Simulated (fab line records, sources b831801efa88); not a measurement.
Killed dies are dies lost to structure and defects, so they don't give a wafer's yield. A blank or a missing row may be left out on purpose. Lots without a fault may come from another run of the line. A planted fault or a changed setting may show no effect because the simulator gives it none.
A struck lot beside a sound one | flow gf180mcu | 26 steps out of a route of 602
Sound: wafers L625.1, L625.4, L625.6. Struck: wafers L628.1, L628.3, L628.4. The cause comes at the end.
At each step with rows: each side's tool, then ch and its chambers, then its first start. Under that, the readings that differ: sound wafers | struck wafers | difference of the means | sigmas: that difference in standard deviations of wafers without a fault.
alike: readings whose means differ by less than 2 such deviations, and words and numbers that are the same on both sides. not compared: withheld readings, readings that some wafer has no value for, bounds like >300 that may hide the same value, and numbers for which the record gives no deviation and whose values overlap.
The two part at a step that has a row with sigmas, a row that says differs or no value, or rows on one side only. Numbers that don't overlap but have no deviation are shown without sigmas and don't part them. A reading that every wafer of one side lacks parts them only if that side has two wafers or more.

GF_MVSD_STRIP_10: strips in O2/N2.
  sound on plasma_asher-01 ch 0,1, day 6 22:57; struck on plasma_asher-01 ch 0,1, day 7 14:48
  alike: chamber_pressure_mTorr, drypump_motor_current_A, heater_power_w, oes_product_au, platen_temp_c, strip_time_to_endpoint_s
  not compared: rf_hours_counter_h
GF_MVSD_TW_MEAS_11:
  sound on film_metro-02, day 6 23:03; struck on film_metro-03, day 7 14:54
  reading | sound          | struck         | difference | sigmas
  MVSD_TW | 1595 1598 1598 | 1558 1572 1565 | -32        | -2
then, 7 steps without rows for these wafers: GF_MVPSD_DEHYDRATE_00 (time 60 s); GF_MVPSD_HMDS_01 (prime time 60 s); GF_MVPSD_COAT_02 (resist thk 3000 nm); GF_MVPSD_SOFTBAKE_03; GF_MVPSD_EXPOSE_04 (exposes mask MVPSD, target cd 1000 nm); GF_MVPSD_PEB_05; GF_MVPSD_DEVELOP_06 (develop time 60 s).
GF_MVPSD_OVL_MEAS_07:
  sound on overlay-01, day 7 14:10; struck on overlay-01, day 8 05:31
  alike: MVPSD_OVL
then, 2 steps without rows for these wafers: GF_MVPSD_IMPLANT_08; GF_MVPSD_IMPLANT_09.
GF_MVPSD_STRIP_10: strips in O2/N2.
  sound on plasma_asher-03 ch 0,1, day 7 14:29; struck on plasma_asher-03 ch 0,1, day 8 05:50
  no value came back on the struck wafers for any of 6 readings (chamber_pressure_mTorr (mTorr), drypump_motor_current_A (A) and others); on the sound wafers chamber_pressure_mTorr (mTorr) reads 1499.4 1498.1 1502.1
  reading                                 | sound | struck         | difference | sigmas
  model.coat_of_MVPSD_COAT_02.thk_nm (nm) | 0 0 0 | 3023 3018 3020 | +3020      |
  not compared: rf_hours_counter_h
GF_MVPSD_TW_MEAS_11:
  sound on film_metro-03, day 7 14:35; struck on film_metro-03, day 8 05:56
  alike: MVPSD_TW
then, 7 steps without rows for these wafers: GF_VT_IMPLANT_DEHYDRATE_00 (time 60 s); GF_VT_IMPLANT_HMDS_01 (prime time 60 s); GF_VT_IMPLANT_COAT_02 (resist thk 1000 nm); GF_VT_IMPLANT_SOFTBAKE_03 (time 60 s); GF_VT_IMPLANT_EXPOSE_04 (exposes mask LVPWELL LV AREA, target cd 600 nm); GF_VT_IMPLANT_PEB_05; GF_VT_IMPLANT_DEVELOP_06 (develop time 60 s).
GF_VT_IMPLANT_OVL_MEAS_07:
  sound on overlay-02, day 8 05:32; struck on overlay-02, day 8 22:01
  alike: VT_IMPLANT_OVL
then, 1 step without rows for these wafers: GF_VT_IMPLANT_IMPLANT_08.
GF_VT_IMPLANT_STRIP_09: strips in O2/N2.
  sound on plasma_asher-02 ch 0,1, day 8 05:43; struck on plasma_asher-02 ch 0,1, day 8 22:12
  reading                      | sound             | struck            | difference | sigmas
  oes_product_au (a.u.)        | 0.717 0.720 0.715 | 0.731 0.728 0.731 | +0.013     | +3
  strip_time_to_endpoint_s (s) | 12.53 12.55 12.56 | 57.54 57.48 57.53 | +44.97     | +99 or more
  alike: chamber_pressure_mTorr, drypump_motor_current_A, heater_power_w, platen_temp_c
  not compared: rf_hours_counter_h
GF_VT_IMPLANT_TW_MEAS_10:
  sound on film_metro-04, day 8 05:49; struck on film_metro-04, day 8 22:18
  reading       | sound       | struck   | difference | sigmas
  VT_IMPLANT_TW | 563 562 560 | 30 30 30 | -532       | -99 or more
then, 1 step without rows for these wafers: GF_VT_IMPLANT_DEHYDRATE_11 (time 60 s).

WHERE THEY PART
First at GF_MVSD_TW_MEAS_11; last, within this record, at GF_VT_IMPLANT_TW_MEAS_10.

WHY: what the simulator had put in
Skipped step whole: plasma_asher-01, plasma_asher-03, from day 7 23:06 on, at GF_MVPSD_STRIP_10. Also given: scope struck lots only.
